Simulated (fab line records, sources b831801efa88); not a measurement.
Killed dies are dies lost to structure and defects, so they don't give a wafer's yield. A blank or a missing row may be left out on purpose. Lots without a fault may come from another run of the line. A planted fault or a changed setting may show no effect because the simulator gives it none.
Chamber matching | flow sky130 | SKY_METAL4_ETCH_17 on rie_diel-02: 4 sister chambers
The step etches SiO2 in C4F8/O2/Ar, stops on TiN, time 3.9 s, target depth 15 nm. 4 wafers are shown with their chamber, then 10 later ones without.

WAFERS WITH THEIR CHAMBER
wafer  | chamber | bias_w (W)
L082.1 | 3       | 1201
L086.6 | 1       | 1195
L088.1 | 0       | 1200
L088.3 | 2       | 1198

WAFERS WITHOUT THEIR CHAMBER
wafer  | bias_w (W)
L088.6 | 1204
L089.1 | 1204
L089.2 | 1205
L089.3 | 1201
L092.1 | 1201
L092.2 | 1201
L092.6 | 1201
L097.1 | 1204
L097.4 | 1201
L097.5 | 1197

WHICH CHAMBER EACH WENT THROUGH
wafer  | from the rows above               | in truth
L088.6 | can't be placed: 3 or 0 or 2      | 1
L089.1 | can't be placed: 3 or 0 or 2      | 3
L089.2 | can't be placed: 3 or 0 or 2      | 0
L089.3 | can't be placed: 3 or 0 or 2      | 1
L092.1 | can't be placed: 3 or 0 or 2      | 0
L092.2 | can't be placed: 3 or 0 or 2      | 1
L092.6 | can't be placed: 3 or 0 or 2      | 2
L097.1 | can't be placed: 3 or 0 or 2      | 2
L097.4 | can't be placed: 3 or 0 or 2      | 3
L097.5 | can't be placed: 2 or 1 or 0 or 3 | 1
Placed correctly: 0 of 10. Can't be placed from these rows: 10 (the true chamber is among the candidates in 7). Placed wrongly: 0.
How it was worked out, from the rows above alone: a wafer's distance from a chamber is the root of the sum, over the readings, of the square of ((its reading less the chamber's mean) divided by the reading's scatter). The wafer belongs to the nearest chamber; if the next one is less than 2 further off, it can't be placed. A chamber's mean is the mean of its shown wafers. The scatter: with one shown wafer a chamber, the root of the mean of the squares of how far each hidden wafer lies from its nearest shown one.
